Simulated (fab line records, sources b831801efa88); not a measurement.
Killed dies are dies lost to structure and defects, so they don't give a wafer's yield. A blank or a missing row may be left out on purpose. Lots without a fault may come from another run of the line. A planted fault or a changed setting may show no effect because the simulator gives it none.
Chamber matching | flow gf180mcu | GF_STI_ETCH_14 on rie_si-02: 4 sister chambers
The step etches Si in HBr/Cl2/O2, target depth 360 nm, time 102.9 s. 14 wafers are shown with their chamber, then 7 later ones without.

WAFERS WITH THEIR CHAMBER
wafer  | chamber | drypump_motor_current_A (A) | throttle_valve_pct (%) | oes_product_au (a.u.)
L585.1 | 0       | 5.1                         | 25.646                 | 0.992
L585.2 | 3       | 5.9                         | 25.667                 | 1.004
L585.6 | 2       | 6.7                         | 25.658                 | 1.003
L590.1 | 2       | 6.6                         | 25.658                 | 0.996
L590.2 | 0       | 5.1                         | 25.662                 | 0.989
L590.5 | 0       | 5.1                         | 25.662                 | 0.999
L591.3 | 0       | 5.1                         | 25.649                 | 1.008
L591.4 | 2       | 6.6                         | 25.660                 | 0.996
L591.5 | 0       | 5.1                         | 25.653                 | 1.009
L594.3 | 3       | 5.8                         | 25.656                 | 1.006
L594.4 | 1       | 5.8                         | 25.667                 | 0.998
L594.6 | 2       | 6.6                         | 25.658                 | 0.994
L598.1 | 2       | 6.6                         | 25.669                 | 0.982
L598.3 | 0       | 5.1                         | 25.651                 | 0.976

SIGNATURES (means of the wafers above)
reading                 | chamber 0 | chamber 1 | chamber 2 | chamber 3 | scatter within a chamber
drypump_motor_current_A | 5.100     | 5.800     | 6.620     | 5.850     | 0.0361
throttle_valve_pct      | 25.65383  | 25.66700  | 25.66060  | 25.66150  | 0.00615
oes_product_au          | 0.99550   | 0.99800   | 0.99420   | 1.00500   | 0.0101
Rule: a wafer's distance from a chamber is the root of the sum, over the readings, of the square of ((its reading less the chamber's mean) divided by the reading's scatter). The wafer belongs to the nearest chamber; if the next one is less than 2 further off, it can't be placed. The scatter: the root of (the sum of the squares of (reading less its chamber's mean) over the shown wafers, divided by (wafers less chambers)).

WAFERS WITHOUT THEIR CHAMBER
wafer  | drypump_motor_current_A (A) | throttle_valve_pct (%) | oes_product_au (a.u.)
L598.4 | 5.8                         | 25.668                 | 1.008
L604.1 | 5.1                         | 25.666                 | 0.984
L604.2 | 5.9                         | 25.662                 | 1.009
L604.5 | 5.9                         | 25.659                 | 1.007
L605.1 | 6.6                         | 25.663                 | 0.997
L605.4 | 5.1                         | 25.665                 | 0.990
L605.6 | 5.9                         | 25.660                 | 1.005

WHICH CHAMBER EACH WENT THROUGH
wafer  | from the rows above     | in truth
L598.4 | can't be placed: 1 or 3 | 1
L604.1 | 0                       | 0
L604.2 | can't be placed: 3 or 1 | 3
L604.5 | can't be placed: 3 or 1 | 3
L605.1 | 2                       | 2
L605.4 | 0                       | 0
L605.6 | can't be placed: 3 or 1 | 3
Placed correctly: 3 of 7. Can't be placed from these rows: 4 (the true chamber is among the candidates in 4). Placed wrongly: 0.
